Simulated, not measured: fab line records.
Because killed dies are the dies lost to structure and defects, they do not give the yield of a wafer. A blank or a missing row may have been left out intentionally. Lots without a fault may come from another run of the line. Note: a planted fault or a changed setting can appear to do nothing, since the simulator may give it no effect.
Comparing a struck lot with a sound one ; flow gf180mcu ; 16 steps out of a route of 602
Sound: these wafers, L186.1, L186.5, L186.6. Struck: wafer L177.3 (left out: L177.4, L177.6 of the same lot, which were not struck); the cause appears at the end.
Per side, at each step with rows, come the tool, then ch with its chambers, and then its first start. Under that, the readings that differ: sound wafers ; struck wafers ; difference of the means ; sigmas: that difference in standard deviations of wafers without a fault.
alike: readings with means less than 2 such deviations apart, plus words and numbers identical on both sides. not compared: withheld readings, readings lacking a value on some wafer, bounds such as >300 that could conceal the same value, and numbers that have no deviation in the record and whose values overlap.
A row with sigmas, a row that says differs or no value, or rows on one side alone: a step with any of these is where the two part. When numbers do not overlap yet have no deviation, they are printed without sigmas and do not part them. A reading missing from all wafers of one side parts the sides only when that side holds two or more wafers.

first, 6 steps without rows for these wafers: GF_M3_HMDS_08 (prime time 60 s); GF_M3_COAT_09 (resist thk 1000 nm); GF_M3_SOFTBAKE_10 (time 60 s); GF_M3_EXPOSE_11 (exposes mask Metal3, target cd 280 nm); GF_M3_PEB_12 (peb time 90 s); GF_M3_DEVELOP_13 (develop time 60 s).
GF_M3_CD_MEAS_14 targets a cd of 280 nm.
  sound: cd_sem-01 at day 26 00:35; struck: cd_sem-02 at day 22 21:49
  alike: cd_nm
GF_M3_OVL_MEAS_15:
  sound: overlay-01 at day 26 00:43; struck: overlay-01 at day 22 21:55
  alike: M3_OVL
GF_M3_METAL_ETCH_16: etches the open film in Cl2/BCl3, stops on SiO2, target depth 750.8 nm, time 125.1 s.
  sound on rie_metal-02 ch 0,1, day 26 00:44; struck on rie_metal-02 ch 1, day 22 21:59
  alike: drypump_motor_current_A, oes_product_au, throttle_valve_pct
  not compared: rf_hours_counter_h
GF_M3_STRIP_17: strips in O2/N2.
  sound on plasma_asher-03 ch 0,1, day 26 00:52; struck on plasma_asher-04 ch 0, day 22 22:05
  alike: drypump_motor_current_A, heater_power_w, n2_flow_sccm, oes_product_au, strip_time_to_endpoint_s
  not compared: rf_hours_counter_h
then, 2 steps without rows for these wafers: GF_M3_STRIP_18 (strips in post etch residue remover, time 1200 s); GF_M3_CLEAN_19 (cleans in DIW).
GF_V3_CVD_00: deposits SiO2, target thk 600 nm, time 100 s.
  sound on hdpcvd-02 ch 0,1, day 26 01:25; struck on hdpcvd-01 ch 0, day 22 22:38
reading;sound;struck;difference;sigmas
sih4_flow_sccm (sccm);60.13 60.16 60.01;90.37;+30.27;+99 or more
model.SiO2_of_V3_CVD_00.thk_nm (nm);607.1 605.4 602.4;894.1;+289.1;
GF_V3_THK_MEAS_01:
  sound: film_metro-03 at day 26 01:29; struck: film_metro-01 at day 22 22:43
reading;sound;struck;difference;sigmas
V3_CVD_00_THK (nm);607 605 603;894;+289;+41
GF_V3_CVD_02: deposits SiO2 from TEOS, target thk 850 nm, time 94.851 s.
  sound on pecvd-04 ch 0,1, day 26 01:32; struck on pecvd-01 ch 2, day 22 22:46
  alike: heater_power_w
-- the record jumps here: 7 days lie between the struck wafers' starts before and after (it left off in module V3 and takes up again in module PASSIVATION, whose first step shown is number 602 of the route) --
GF_PASSIVATION_PROBE_99:
  record: rows for the struck wafers here (prober-01, day 30 07:14), none for the sound ones

== WHERE THEY PART ==
At GF_V3_CVD_00 first; at GF_PASSIVATION_PROBE_99 last (within this record only).

WHY: what had been put in by the simulator
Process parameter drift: hdpcvd-01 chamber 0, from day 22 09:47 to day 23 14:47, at GF_V3_CVD_00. A move of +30 in setting sih4_flow_sccm, from 60. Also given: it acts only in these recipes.
